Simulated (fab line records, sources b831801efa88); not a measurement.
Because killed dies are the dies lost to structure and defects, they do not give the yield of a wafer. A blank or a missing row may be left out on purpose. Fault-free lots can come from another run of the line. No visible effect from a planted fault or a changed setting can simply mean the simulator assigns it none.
2 desks looking at one fault	flow sky130	what lay behind the numbers comes last; until then each desk has only its own

FOR THE TOOL OWNER'S DESK: implanter-04
The tool's own readings at SKY_VT_ADJUST_NCORE_IMPLANT_09: means of the sampled wafers that have a number, for each lot that ran on this tool. If a lot's mean is further than 4 standard deviations from the usual mean, the lot is out of limits and carries the mark OUT (the distance appears in the brackets).
Columns: A = dose ions cm2 at SKY_VT_ADJUST_NCORE_IMPLANT_09, usual 2.3994e+12; B = faraday current uA at SKY_VT_ADJUST_NCORE_IMPLANT_09, usual 13.55
lot	first seen here	A	B
L493	day 9 04:38	2.4014e+12	13.78
L495	day 10 00:29	2.4377e+11 (-99 or more) OUT	1.33 (-47) OUT
L496	day 10 09:22	2.4073e+11 (-99 or more) OUT	1.35 (-47) OUT
L497	day 10 13:38	2.3723e+11 (-99 or more) OUT	1.31 (-47) OUT
L509	day 13 17:29	2.4018e+12	13.63
L510	day 14 00:03	2.3957e+12	13.43
L511	day 14 09:09	2.3990e+12	13.49
L513	day 14 20:13	2.3994e+12	13.62
L514	day 15 03:09	2.3955e+12	13.53
This desk's verdict: out of limits on L495, L496, L497, starting with L495 at day 10 00:29 (dose ions cm2 at SKY_VT_ADJUST_NCORE_IMPLANT_09). L493, L509, L510, L511, L513, L514 stayed within limits.

THE METROLOGY DESK
Means of the sampled wafers that have a number, per lot and without regard to the tool the lot ran on: this is what the gauges read. If a lot's mean is further than 4 standard deviations from the usual mean, the lot is out of limits and carries the mark OUT (the distance appears in the brackets).
Columns: A = NWELL_OXIDATION_THK at SKY_NWELL_THK_MEAS_02, usual 10.00 nm; B = cd nm at SKY_VT_ADJUST_HVTP_CD_MEAS_07, usual 378.6 nm; C = VT_ADJUST_NCORE_TW at SKY_VT_ADJUST_NCORE_TW_MEAS_11, usual 219.9
lot	first seen here	A	B	C
L491	day 2 15:13	10.04	379.3	220.9
L492	day 2 21:13	10.13	376.7	221.0
L493	day 3 04:04	9.94	382.7	221.0
L495	day 3 19:04	9.96	380.1	120.3 (-71) OUT
L496	day 3 23:17	9.75	378.2	118.1 (-73) OUT
L497	day 4 03:21	10.04	373.7	119.5 (-72) OUT
L503	day 5 02:22	9.90	381.6	217.8
L505	day 5 11:54	9.95	380.2	218.8
L508	day 6 03:28	10.18	376.6	222.4
L509	day 6 11:35	9.87	374.9	222.1
L510	day 6 18:05	9.81	379.0	219.2
L511	day 7 00:43	10.11	377.5	219.0
L512	day 7 05:01	9.84	381.3	220.3
L513	day 7 09:05	9.99	377.6	220.5
L514	day 7 12:53	10.47	381.9	221.0
Per this desk, out of limits: L495, L496, L497; the first was L495, day 10 00:43 (VT_ADJUST_NCORE_TW at SKY_VT_ADJUST_NCORE_TW_MEAS_11). L491, L492, L493, L503, L505, L508, L509, L510, L511, L512, L513, L514 stayed within limits.

PUT TOGETHER
The tool owner's desk could have raised an alarm at day 10 00:29, on L495, L496, L497.
Metrology desk: alarm possible at day 10 00:43 on L495, L496, L497.
All the named lots went through SKY_VT_ADJUST_NCORE_IMPLANT_09 on implanter-04.

WHAT THE SIMULATOR PUT IN
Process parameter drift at SKY_VT_ADJUST_NCORE_IMPLANT_09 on implanter-04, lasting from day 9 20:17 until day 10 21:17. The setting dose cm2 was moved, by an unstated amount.
Lots struck among those shown: L495, L496, L497.
Fault start to first reading out of limits, in hours, per desk: tool owner, 4; metrology, 4.
